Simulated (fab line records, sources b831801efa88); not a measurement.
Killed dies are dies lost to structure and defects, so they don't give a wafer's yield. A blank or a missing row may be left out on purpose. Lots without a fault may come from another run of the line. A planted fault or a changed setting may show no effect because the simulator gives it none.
Problem report in the 8D (eight disciplines) form, filled by code | flow gf180mcu | the parts of the form that need people (team, actions taken, sign-off) are left out

1. THE PROBLEM
cd_nm at GF_TOP_METAL_CD_MEAS_14 reads a mean of 422.3 nm on 6 wafers of 2 lots; wafers without a fault read 440.3 nm with a standard deviation of 2.2. That is -8.2 standard deviations from the usual mean.
The step: target cd 440 nm.
First seen on wafer L665.4, day 30 19:00, on cd_sem-02. The record holds 39 wafers of 13 lots with a number at this step. Rule for "out", or "out of limits": more than 4 standard deviations from the usual mean. The other wafers with a number count as sound.

2. WHAT IT IS AND WHAT IT IS NOT
question                    | is                     | is not
which readings at this step | cd_nm                  | -
which lots                  | L665, L666             | L656, L657, L660, L663, L672, L674, L675, L676, L677, L678, L679
which wafers of those lots  | all that have a number | -
read on which gauges        | cd_sem-01, cd_sem-02   | -
when                        | from day 30 19:00      | up to then (12 sound wafers); but 21 sound wafers of L672, L674, L675, L676, L677, L678, L679 came after

3. SUSPECTS, AND WHAT RULES EACH OUT
Counting: a tool at a process step up to the reading stays a suspect if it ran every lot that is out and no sound lot after the first of them.
- the gauge at GF_TOP_METAL_CD_MEAS_14: ruled out. The wafers that are out were read on 2 gauges (cd_sem-01, cd_sem-02).
- litho_track-01 at GF_TOP_METAL_DEVELOP_13 (develop time 60 s): ruled out as a lasting fault. Sound lots L679 ran on it after its first lot that is out, L665 (day 30 18:52).
Left after counting: nothing in the record.

4. THE CAUSE (what the simulator had put in)
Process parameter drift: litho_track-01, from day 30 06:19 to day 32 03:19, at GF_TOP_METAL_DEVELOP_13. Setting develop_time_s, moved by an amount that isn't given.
Counting ruled it out, wrongly: the rule takes a fault to strike every lot that its tool runs from its start on, and this one did not.

5. THE CHAIN OF EFFECTS, in route order
Each row: a reading whose mean over the struck wafers that have a number lies more than 3 standard deviations from the usual. Only readings for which the record gives a usual standard deviation are gone through. hours: the time from each lot's start at the first step in this table that gives one to its start at this step, as a median over the lots. sigmas: the change in usual standard deviations.
hours | step                    | reading | usual    | on struck wafers | change | sigmas
0     | GF_TOP_METAL_CD_MEAS_14 | cd_nm   | 440.3 nm | 422.3            | -18.0  | -8.2

6. WHAT WOULD HAVE CAUGHT IT SOONER
In this record the first reading out of limits at a measuring or inspecting step was taken at day 30 19:00, 13 hours after the fault began at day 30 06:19.
Of the tool readings at GF_TOP_METAL_DEVELOP_13 for which the record gives a usual standard deviation, none was out on any struck wafer, so an alarm limit of 4 standard deviations on them would not have fired.
